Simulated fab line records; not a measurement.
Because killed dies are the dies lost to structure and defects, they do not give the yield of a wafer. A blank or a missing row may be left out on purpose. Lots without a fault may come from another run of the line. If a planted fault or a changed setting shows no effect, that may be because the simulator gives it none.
Problem report in the 8D (eight disciplines) form, filled by code | flow sky130 | the parts of the form that need people (team, actions taken, sign-off) are left out

1. WHAT IS WRONG
Mean of rf-fwd-power-W at SKY_METAL3_ETCH_17: 1712 W across 6 wafers in 2 lots; on wafers with no fault it is 1470 W (standard deviation 8.2). That is +30 standard deviations from the usual mean.
The step: etches SiO2 in C4F8/O2/Ar, stops on TiN, time 3.9 s, target depth 15 nm.
Seen first at day 43 02:38 on rie-diel-02, wafer L972.2. At this step, 36 wafers from 12 lots have a number in the record. By rule, "out" or "out of limits" means more than 4 standard deviations away from the usual mean. All remaining wafers that have a number are taken as sound.

2. WHAT THIS IS AND IS NOT
question                    | is                     | is not
which readings at this step | rf-fwd-power-W         | oes-product-au
which lots                  | L972, L974             | L958, L960, L962, L964, L965, L970, L977, L978, L980, L981
which wafers of those lots  | all that have a number | -
read on which tools         | rie-diel-02            | rie-diel-01, rie-diel-04
when                        | from day 43 02:38      | up to then (18 sound wafers); but 12 sound wafers of L977, L978, L980, L981 came after

3. WHAT RULES OUT EACH SUSPECT
Counting: a tool stays on the suspect list if, at a process step up to the reading, it processed all lots that are out and no sound lot following the first of them.
- rie-diel-02 at SKY_METAL3_ETCH_17 (etches SiO2 in C4F8/O2/Ar, stops on TiN, time 3.9 s, target depth 15 nm): kept. All lots that are out passed through it, beginning with L972 at day 43 02:38, and no sound lot followed; its final sound lot before that point was L964 at day 40 08:13. On those wafers its own readings are out: rf-fwd-power-W.
The count leaves rie-diel-02 at SKY_METAL3_ETCH_17.

4. THE CAUSE (what the simulator had put in)
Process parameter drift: rie-diel-02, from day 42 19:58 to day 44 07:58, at SKY_METAL3_ETCH_17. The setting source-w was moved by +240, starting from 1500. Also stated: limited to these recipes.
The count eliminated every tool but this one.

5. SEQUENCE OF EFFECTS, ordered by route
Each row: a reading where the mean over the struck wafers with a number is more than 3 standard deviations away from the usual. Only readings for which the record gives a usual standard deviation are gone through. hours: the time from each lot's start at the first step in this table that gives one to its start at this step, as a median over the lots. sigmas: the change in usual standard deviations.
hours | step               | reading        | usual  | on struck wafers | change | sigmas
0     | SKY_METAL3_ETCH_17 | rf-fwd-power-W | 1470 W | 1712             | +242   | +30
Process steps it contains:
- SKY_METAL3_ETCH_17: etches SiO2 in C4F8/O2/Ar, stops on TiN, time 3.9 s, target depth 15 nm.

6. HOW IT WOULD HAVE BEEN CAUGHT EARLIER
In this record the first reading out of limits was taken at day 43 02:38, 7 hours after the fault began at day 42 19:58.
